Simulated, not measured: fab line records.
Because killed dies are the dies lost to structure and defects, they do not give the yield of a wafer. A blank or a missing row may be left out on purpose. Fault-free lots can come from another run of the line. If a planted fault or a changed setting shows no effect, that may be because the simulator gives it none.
Comparing a struck lot with a sound one || flow sky130 || 15 steps out of a route of 708
Sound: wafers L982.1, L982.4, L982.6. Wafers struck: L995.2, L995.5, L995.6. The cause comes at the end.
Per side, at each step with rows, come the tool, then ch with its chambers, and then its first start. Under that, the readings that differ: sound wafers || struck wafers || difference of the means || sigmas: that difference in standard deviations of wafers without a fault.
alike: readings with means less than 2 such deviations apart, plus words and numbers identical on both sides. not compared: withheld readings, readings lacking a value on some wafer, bounds such as >300 that could conceal the same value, and numbers that have no deviation in the record and whose values overlap.
Wherever a step has rows on one side only, a row that says differs or no value, or a row with sigmas, the two part there. Numbers that don't overlap but have no deviation are shown without sigmas and don't part them. A reading that every wafer of one side lacks parts them only if that side has two wafers or more.

SKY_POLY_GATE_THK_MEAS_21:
  sound: film-metro-04 at day 18 09:22; struck: film-metro-01 at day 22 17:46
  alike: POLY_GATE_OXIDATION_THK
SKY_POLY_GATE_CD_MEAS_22:
  sound: cd-sem-01 at day 18 09:32; struck: cd-sem-02 at day 22 17:51
  alike: cd-nm
then, 7 steps without rows for these wafers: SKY_LDD_N_DEHYDRATE_00 (time 60 s); SKY_LDD_N_HMDS_01 (prime time 60 s); SKY_LDD_N_COAT_02 (resist thk 300 nm); SKY_LDD_N_SOFTBAKE_03 (time 60 s); SKY_LDD_N_EXPOSE_04 (exposes mask NTM, target cd 840 nm); SKY_LDD_N_PEB_05; SKY_LDD_N_DEVELOP_06 (develop time 60 s).
SKY_LDD_N_OVL_MEAS_07:
  sound: overlay-02 at day 19 14:58; struck: overlay-02 at day 23 23:32
  alike: LDD_N_OVL
then, 2 steps without rows for these wafers: SKY_LDD_N_IMPLANT_08; SKY_LDD_N_IMPLANT_09.
SKY_LDD_N_IMPLANT_10:
  sound on implanter-04 ch 0, day 19 15:18; struck on implanter-04 ch 0, day 23 23:53
{"reading": "dose-ions-cm2", "sound": "7.509e+13 7.497e+13 7.491e+13", "struck": "6.447e+13 6.455e+13 6.442e+13", "difference": -1.051e+13, "sigmas": "-99 or more"}
{"reading": "faraday-current-uA", "sound": "430 419 425", "struck": "368 367 372", "difference": -56, "sigmas": -7}
then, 1 step without rows for these wafers: SKY_LDD_N_IMPLANT_11.
-- the record jumps here: 26 days lie between the struck wafers' starts before and after (it left off in module LDD_N and takes up again in module PAD_OPEN, whose first step shown is number 708 of the route) --
SKY_PAD_OPEN_PROBE_99:
  sound: prober-01 at day 47 12:34; struck: prober-01 at day 49 20:17
{"reading": "killed-at-other", "sound": "0 0 0", "struck": "2 0 1", "difference": "+1", "sigmas": "+2"}
{"reading": "model.etest.tip-n.rs-ohm-sq", "sound": "440.8 443.6 442.1", "struck": "448.4 450 449.8", "difference": "+7.2", "sigmas": ""}
  alike: killed_at_M0_to_M3, killed_at_M4_up, killed-at-contacts, killed-at-front-end, killed-dies, killed-open, killed-short

WHERE THEY PART
Earliest at SKY_LDD_N_IMPLANT_10; latest, in this record, at SKY_PAD_OPEN_PROBE_99.

WHY: whatever the simulator had introduced
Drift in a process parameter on implanter-04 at SKY_LDD_N_IMPLANT_10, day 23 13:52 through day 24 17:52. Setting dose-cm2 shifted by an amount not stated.
